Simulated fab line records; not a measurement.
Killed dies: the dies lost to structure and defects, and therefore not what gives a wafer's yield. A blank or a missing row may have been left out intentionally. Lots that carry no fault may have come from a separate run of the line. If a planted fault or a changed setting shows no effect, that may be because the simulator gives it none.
Chamber matching + flow sky130 + cmp-02 running SKY_CONTACT_CMP_27: 4 sister chambers
The step polishes, stops on SiO2, t overpolish 15 s, target thk 0 nm. 14 wafers are shown with their chamber, then 7 later ones without.

== EACH WAFER AND ITS CHAMBER ==
| wafer  | chamber | motor_current_A (A) | time_to_endpoint_s (s) | head_pressure_psi (psi) |
|--------|---------|---------------------|------------------------|-------------------------|
| L174.1 | 2       | 9.9                 | 81.4                   | 3.503                   |
| L174.2 | 1       | 10.1                | 83.0                   | 3.494                   |
| L174.5 | 0       | 11.1                | 74.8                   | 3.503                   |
| L180.3 | 1       | 10.2                | 80.3                   | 3.497                   |
| L180.4 | 2       | 9.9                 | 82.7                   | 3.495                   |
| L180.6 | 0       | 11.6                | 79.1                   | 3.498                   |
| L181.3 | 1       | 10.1                | 83.2                   | 3.506                   |
| L181.5 | 2       | 9.8                 | 81.6                   | 3.499                   |
| L181.6 | 1       | 10.5                | 81.4                   | 3.505                   |
| L187.1 | 1       | 10.7                | 80.8                   | 3.509                   |
| L187.3 | 3       | 10.5                | 81.3                   | 3.493                   |
| L187.5 | 2       | 9.1                 | 84.5                   | 3.506                   |
| L188.2 | 0       | 11.3                | 79.0                   | 3.498                   |
| L188.4 | 1       | 10.3                | 84.6                   | 3.508                   |

SIGNATURES (averages over the wafers above)
| reading            | chamber 0 | chamber 1 | chamber 2 | chamber 3 | scatter within a chamber |
|--------------------|-----------|-----------|-----------|-----------|--------------------------|
| motor_current_A    | 11.333    | 10.317    | 9.675     | 10.500    | 0.294                    |
| time_to_endpoint_s | 77.633    | 82.217    | 82.550    | 81.300    | 1.78                     |
| head_pressure_psi  | 3.49967   | 3.50317   | 3.50075   | 3.49300   | 0.00526                  |
Rule: for a wafer and a chamber, the distance is found by dividing, reading by reading, the gap between the wafer's reading and the chamber's mean by the reading's scatter, squaring, summing and taking the root. The wafer belongs to the nearest chamber; if the next one is less than 2 further off, it can't be placed. The scatter: the root of (the sum of the squares of (reading less its chamber's mean) over the shown wafers, divided by (wafers less chambers)).

== WAFERS WHOSE CHAMBER IS MISSING ==
| wafer  | motor_current_A (A) | time_to_endpoint_s (s) | head_pressure_psi (psi) |
|--------|---------------------|------------------------|-------------------------|
| L188.5 | 10.2                | 81.4                   | 3.505                   |
| L190.2 | 10.6                | 84.4                   | 3.502                   |
| L190.4 | 9.6                 | 85.0                   | 3.499                   |
| L190.5 | 9.5                 | 85.0                   | 3.495                   |
| L193.1 | 10.4                | 80.1                   | 3.512                   |
| L193.3 | 11.6                | 75.5                   | 3.500                   |
| L193.4 | 8.9                 | 78.8                   | 3.499                   |

== WHICH CHAMBER EACH ONE RAN IN ==
| wafer  | from the rows above          | in truth |
|--------|------------------------------|----------|
| L188.5 | can't be placed: 1 or 2 or 3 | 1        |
| L190.2 | can't be placed: 1 or 3 or 2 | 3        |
| L190.4 | can't be placed: 2 or 1      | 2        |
| L190.5 | can't be placed: 2 or 1      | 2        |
| L193.1 | can't be placed: 1 or 2 or 3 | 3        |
| L193.3 | 0                            | 0        |
| L193.4 | can't be placed: 2 or 1      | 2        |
Correct placement for 1 of the 7. Cannot be placed on the basis of these rows: 6; the candidates contain the true chamber in 6. Wrongly placed: 0.
